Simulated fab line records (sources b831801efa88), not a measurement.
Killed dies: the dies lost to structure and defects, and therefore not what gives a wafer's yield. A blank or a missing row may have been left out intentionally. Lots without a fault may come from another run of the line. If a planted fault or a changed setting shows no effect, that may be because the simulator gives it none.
8D (eight disciplines) problem report, filled in by code | flow gf180mcu | the parts of the form that need people (team, actions taken, sign-off) are left out

1. THE PROBLEM
Mean of dose ions cm2 at GF_MVSD_IMPLANT_09: 5e+12 across 6 wafers in 2 lots; on wafers with no fault it is 5e+12 (standard deviation 5e+09). Measured from the usual mean, that is -39 standard deviations.
Earliest sighting: wafer L470.2 on implanter-04 at day 8 14:08. The record has a number at this step for 18 wafers belonging to 6 lots. The rule behind "out" and "out of limits": a value lying over 4 standard deviations away from the usual mean. Any other wafer with a number is counted as sound.

2. WHAT IT IS; WHAT IT IS NOT
question                    | is                     | is not
which readings at this step | dose ions cm2          | -
which lots                  | L470, L472             | L461, L462, L467, L476
which wafers of those lots  | all that have a number | -
read on which tools         | implanter-04           | implanter-02
when                        | from day 8 14:08       | up to then (9 sound wafers); but 3 sound wafers of L476 came after

3. WHAT RULES OUT EACH SUSPECT
Counting: any tool at a process step up to the reading is kept as a suspect provided that every lot that is out went through it and no sound lot did after the first of them.
- implanter-04 at GF_MVSD_IMPLANT_09: kept. All lots that are out passed through it, beginning with L470 at day 8 14:08, and no sound lot followed; its final sound lot before that point was L462 at day 6 16:16. Its own dose ions cm2 readings are out on those wafers.
Remaining after the count: implanter-04 at GF_MVSD_IMPLANT_09.

4. THE CAUSE (what the simulator had put in)
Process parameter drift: implanter-04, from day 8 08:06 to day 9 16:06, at GF_MVSD_IMPLANT_09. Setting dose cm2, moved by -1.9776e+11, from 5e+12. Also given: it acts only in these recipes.
After counting, this tool was the only one left.

5. THE CHAIN OF EFFECTS, in route order
Each row: a reading whose mean over the struck wafers that have a number lies more than 3 standard deviations from the usual. Readings are gone through only where the record gives a usual standard deviation; hours: the median, over the lots, of the time from a lot's start at the first step in this table giving one to that lot's start at this step; sigmas: the change measured in usual standard deviations.
hours | step               | reading       | usual | on struck wafers | change | sigmas
0     | GF_MVSD_IMPLANT_09 | dose ions cm2 | 5e+12 | 5e+12            | -2e+11 | -39
It contains these process steps:
- GF_MVSD_IMPLANT_09
Later measuring or inspecting steps at which every struck wafer that the step has a row for has a number for every such reading, and none has moved that far: GF_MVSD_TW_MEAS_11, GF_MVPSD_OVL_MEAS_07, GF_MVPSD_TW_MEAS_11, GF_VT_IMPLANT_OVL_MEAS_07, GF_VT_IMPLANT_TW_MEAS_10.

6. WHAT WOULD HAVE CAUGHT IT SOONER
In this record the first reading out of limits was taken at day 8 14:08, 6 hours after the fault began at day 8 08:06.
